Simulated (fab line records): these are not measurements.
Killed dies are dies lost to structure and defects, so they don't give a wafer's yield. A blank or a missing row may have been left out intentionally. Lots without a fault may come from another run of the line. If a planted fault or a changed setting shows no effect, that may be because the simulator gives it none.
fab line records :: flow sfqLine
record:
  lots: 14
  wafers: 42
  lastDay: 80
route steps=325 shown M1@65
lots that met no fault: taken from a fault-free run of the same line
startH: the number of hours between the record's first day and the start of the first shown wafer of the lot :: waitH: time in hours since the lot's previous step :: " as in the row above :: L1.1+2: a single row standing in for several wafers :: - value missing, or start not given :: * or withheld: withheld :: < > ~ a bound
route shown NAME@n: NAME is a module with steps in the file, n the number in the route of the first one :: usual: the fault-free wafers' mean and standard deviation :: same: alike in all rows :: chamber/n: place in a boat :: sites: the reading at each site :: _std_site: standard deviation across them :: _edge_site: the outer-site mean with the inner-site mean subtracted :: radiusMm: how far each site lies from the wafer's centre :: mask NAME#n: copy n :: behind: tool/chamber where the wafer was last shaped :: hold: why the lot went on hold/how many hours it stayed there/how the hold came to an end :: device: the n, p or np transistor that did not switch :: end of line: at the end of the route, the tests of the same wafers :: a step given without rows: its recipe and nothing more :: killed: dies that structure and defects cost at the first sort, which is not the same as the wafer's yield :: map: per-die view of a wafer (x killed, . not killed, _ where there is no die)
set.NAME: setting as actually run; set.NAME@STEP: the setting as run at that earlier step :: model.NAME: the simulator's own value behind a step, which no gauge read
the route's steps for a sample of lots (tables are steps, rows are wafers)
services: a tool's chamber out of use, with start hour (startH, from the record's first day; less than 0 if before it), hours out, and reason
== steps ==
step: SFQ_TRILAYER_M1_LITHO_EXPOSE_040
recipe:
  maskId: M1
  na: 0.6
  sourceShape: conventional
  sigmaOuter: 0.65
  targetCdNm: 500
  doseMj: 14.4
usual:
  exposureDoseMJCm2: 14.396/0.013
  focusOffsetNm: 0.0/0.53
lot.wafer: L893.2
tool: krfScanner-01
chamber: 0
startH: 422.22
waitH: -
mask: M1#0
exposureDoseMJCm2: 14.372
focusOffsetNm: 0.4

lot.wafer: L893.3
tool: krfScanner-01
chamber: 0
startH: 422.22
waitH: -
mask: M1#0
exposureDoseMJCm2: 14.389
focusOffsetNm: 0.2

lot.wafer: L893.6
tool: krfScanner-01
chamber: 0
startH: 422.22
waitH: -
mask: M1#0
exposureDoseMJCm2: 14.375
focusOffsetNm: -0.1

lot.wafer: L894.1
tool: krfScanner-02
chamber: 0
startH: 428.15
waitH: -
mask: M1#0
exposureDoseMJCm2: 14.371
focusOffsetNm: -0.4

lot.wafer: L894.4
tool: krfScanner-02
chamber: 0
startH: 428.15
waitH: -
mask: M1#0
exposureDoseMJCm2: 14.390
focusOffsetNm: -0.6

lot.wafer: L894.6
tool: krfScanner-02
chamber: 0
startH: 428.15
waitH: -
mask: M1#0
exposureDoseMJCm2: 14.384
focusOffsetNm: -0.6

lot.wafer: L898.2
tool: krfScanner-02
chamber: 0
startH: 492.12
waitH: -
mask: M1#0
exposureDoseMJCm2: 14.382
focusOffsetNm: 0.4

lot.wafer: L898.4
tool: krfScanner-02
chamber: 0
startH: 492.12
waitH: -
mask: M1#0
exposureDoseMJCm2: 14.367
focusOffsetNm: 0.0

lot.wafer: L898.6
tool: krfScanner-02
chamber: 0
startH: 492.12
waitH: -
mask: M1#0
exposureDoseMJCm2: 14.379
focusOffsetNm: -0.9

lot.wafer: L899.2
tool: krfScanner-02
chamber: 0
startH: 496.92
waitH: -
mask: M1#0
exposureDoseMJCm2: 14.391
focusOffsetNm: -0.3

lot.wafer: L899.4
tool: krfScanner-02
chamber: 0
startH: 496.92
waitH: -
mask: M1#0
exposureDoseMJCm2: 14.417
focusOffsetNm: -0.4

lot.wafer: L899.6
tool: krfScanner-02
chamber: 0
startH: 496.92
waitH: -
mask: M1#0
exposureDoseMJCm2: 14.390
focusOffsetNm: 0.0

lot.wafer: L900.1
tool: krfScanner-02
chamber: 0
startH: 506.32
waitH: -
mask: M1#0
exposureDoseMJCm2: 14.389
focusOffsetNm: -0.6

lot.wafer: L900.4
tool: krfScanner-02
chamber: 0
startH: 506.32
waitH: -
mask: M1#0
exposureDoseMJCm2: 14.374
focusOffsetNm: -0.6

lot.wafer: L900.5
tool: krfScanner-02
chamber: 0
startH: 506.32
waitH: -
mask: M1#0
exposureDoseMJCm2: 14.389
focusOffsetNm: -0.8

lot.wafer: L901.2
tool: krfScanner-02
chamber: 0
startH: 519.72
waitH: -
mask: M1#0
exposureDoseMJCm2: 14.400
focusOffsetNm: -0.1

lot.wafer: L901.4
tool: krfScanner-02
chamber: 0
startH: 519.72
waitH: -
mask: M1#0
exposureDoseMJCm2: 14.398
focusOffsetNm: 0.3

lot.wafer: L901.5
tool: krfScanner-02
chamber: 0
startH: 519.72
waitH: -
mask: M1#0
exposureDoseMJCm2: 14.401
focusOffsetNm: -0.7

lot.wafer: L902.1
tool: krfScanner-02
chamber: 0
startH: 521.72
waitH: -
mask: M1#0
exposureDoseMJCm2: 14.407
focusOffsetNm: 0.5

lot.wafer: L902.2
tool: krfScanner-02
chamber: 0
startH: 521.72
waitH: -
mask: M1#0
exposureDoseMJCm2: 14.392
focusOffsetNm: -0.1

lot.wafer: L902.5
tool: krfScanner-02
chamber: 0
startH: 521.72
waitH: -
mask: M1#0
exposureDoseMJCm2: 14.385
focusOffsetNm: -0.5

lot.wafer: L903.1
tool: krfScanner-02
chamber: 0
startH: 531.56
waitH: -
mask: M1#0
exposureDoseMJCm2: 14.372
focusOffsetNm: 0.3

lot.wafer: L903.2
tool: krfScanner-02
chamber: 0
startH: 531.56
waitH: -
mask: M1#0
exposureDoseMJCm2: 14.408
focusOffsetNm: 0.2

lot.wafer: L903.4
tool: krfScanner-02
chamber: 0
startH: 531.56
waitH: -
mask: M1#0
exposureDoseMJCm2: 14.397
focusOffsetNm: 0.6

lot.wafer: L904.4
tool: krfScanner-02
chamber: 0
startH: 542.36
waitH: -
mask: M1#0
exposureDoseMJCm2: 14.396
focusOffsetNm: 0.8

lot.wafer: L904.5
tool: krfScanner-02
chamber: 0
startH: 542.36
waitH: -
mask: M1#0
exposureDoseMJCm2: 14.372
focusOffsetNm: 1.4

lot.wafer: L904.6
tool: krfScanner-02
chamber: 0
startH: 542.36
waitH: -
mask: M1#0
exposureDoseMJCm2: 14.418
focusOffsetNm: -0.2

lot.wafer: L906.3
tool: krfScanner-02
chamber: -
startH: 563.16
waitH: -
mask: M1#0
exposureDoseMJCm2: -
focusOffsetNm: -

lot.wafer: L906.4
tool: krfScanner-02
chamber: -
startH: 563.16
waitH: -
mask: M1#0
exposureDoseMJCm2: -
focusOffsetNm: -

lot.wafer: L906.6
tool: krfScanner-02
chamber: -
startH: 563.16
waitH: -
mask: M1#0
exposureDoseMJCm2: -
focusOffsetNm: -

lot.wafer: L907.2
tool: krfScanner-02
chamber: -
startH: 572.56
waitH: -
mask: M1#0
exposureDoseMJCm2: -
focusOffsetNm: -

lot.wafer: L907.3
tool: krfScanner-02
chamber: -
startH: 572.56
waitH: -
mask: M1#0
exposureDoseMJCm2: -
focusOffsetNm: -

lot.wafer: L907.6
tool: krfScanner-02
chamber: -
startH: 572.56
waitH: -
mask: M1#0
exposureDoseMJCm2: -
focusOffsetNm: -

lot.wafer: L911.1
tool: krfScanner-01
chamber: 0
startH: 756.35
waitH: -
mask: M1#0
exposureDoseMJCm2: 14.390
focusOffsetNm: 0.0

lot.wafer: L911.3
tool: krfScanner-01
chamber: 0
startH: 756.35
waitH: -
mask: M1#0
exposureDoseMJCm2: 14.416
focusOffsetNm: 0.5

lot.wafer: L911.5
tool: krfScanner-01
chamber: 0
startH: 756.35
waitH: -
mask: M1#0
exposureDoseMJCm2: 14.413
focusOffsetNm: 0.3

lot.wafer: L915.1
tool: krfScanner-01
chamber: 0
startH: 814.02
waitH: -
mask: M1#0
exposureDoseMJCm2: 14.409
focusOffsetNm: -0.1

lot.wafer: L915.2
tool: krfScanner-01
chamber: 0
startH: 814.02
waitH: -
mask: M1#0
exposureDoseMJCm2: 14.391
focusOffsetNm: 0.6

lot.wafer: L915.3
tool: krfScanner-01
chamber: 0
startH: 814.02
waitH: -
mask: M1#0
exposureDoseMJCm2: 14.401
focusOffsetNm: -0.1

lot.wafer: L916.3
tool: krfScanner-02
chamber: 0
startH: 826.38
waitH: -
mask: M1#0
exposureDoseMJCm2: 14.391
focusOffsetNm: 0.2

lot.wafer: L916.4
tool: krfScanner-02
chamber: 0
startH: 826.38
waitH: -
mask: M1#0
exposureDoseMJCm2: 14.405
focusOffsetNm: 0.5

lot.wafer: L916.6
tool: krfScanner-02
chamber: 0
startH: 826.38
waitH: -
mask: M1#0
exposureDoseMJCm2: 14.395
focusOffsetNm: 0.0
== services ==
tool: krfScanner-02
chamber: -
startH: 420.76
hours: 2.5
kind: repair

tool: krfScanner-01
chamber: -
startH: 423.22
hours: 4.0
kind: pm

tool: krfScanner-01
chamber: -
startH: 427.24
hours: 1.3
kind: pm

tool: krfScanner-02
chamber: -
startH: 447.35
hours: 0.8
kind: pm

tool: krfScanner-02
chamber: -
startH: 462.67
hours: 6.6
kind: repair

tool: krfScanner-02
chamber: -
startH: 473.44
hours: 1.7
kind: repair

tool: krfScanner-01
chamber: -
startH: 475.94
hours: 3.6
kind: pm

tool: krfScanner-01
chamber: -
startH: 479.50
hours: 1.0
kind: pm

tool: krfScanner-01
chamber: -
startH: 487.25
hours: 0.8
kind: pm

tool: krfScanner-02
chamber: -
startH: 520.72
hours: 1.0
kind: pm

tool: krfScanner-02
chamber: -
startH: 567.43
hours: 1.3
kind: pm

tool: krfScanner-01
chamber: -
startH: 582.05
hours: 4.4
kind: pm

tool: krfScanner-01
chamber: -
startH: 600.47
hours: 1.3
kind: pm

tool: krfScanner-02
chamber: -
startH: 616.97
hours: 0.8
kind: pm

tool: krfScanner-02
chamber: -
startH: 620.57
hours: 6.7
kind: repair

tool: krfScanner-01
chamber: -
startH: 646.90
hours: 1.0
kind: pm

tool: krfScanner-01
chamber: -
startH: 655.72
hours: 0.8
kind: pm

tool: krfScanner-02
chamber: -
startH: 689.02
hours: 1.0
kind: pm

tool: krfScanner-02
chamber: -
startH: 743.33
hours: 1.3
kind: pm

tool: krfScanner-01
chamber: -
startH: 776.75
hours: 1.3
kind: pm

tool: krfScanner-02
chamber: -
startH: 784.94
hours: 0.8
kind: pm

tool: krfScanner-01
chamber: -
startH: 815.22
hours: 1.0
kind: pm

tool: krfScanner-02
chamber: -
startH: 819.64
hours: 4.0
kind: pm

tool: krfScanner-01
chamber: -
startH: 824.74
hours: 0.8
kind: pm
== key ==
firstSign:
  step: SFQ_TRILAYER_M1_LITHO_EXPOSE_040
  reading: toolRecord
  direction: missing
effect none on later readings
metAt SFQ_TRILAYER_M1_LITHO_EXPOSE_040
struckLots L906,L907
onsetBetween 542.36 563.16
fault:
  kind: skippedStepWhole
  tool: krfScanner-02
  chamber: -
  onsetH: 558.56
  steps: SFQ_TRILAYER_M1_LITHO_EXPOSE_040
  scope: struckLotsOnly
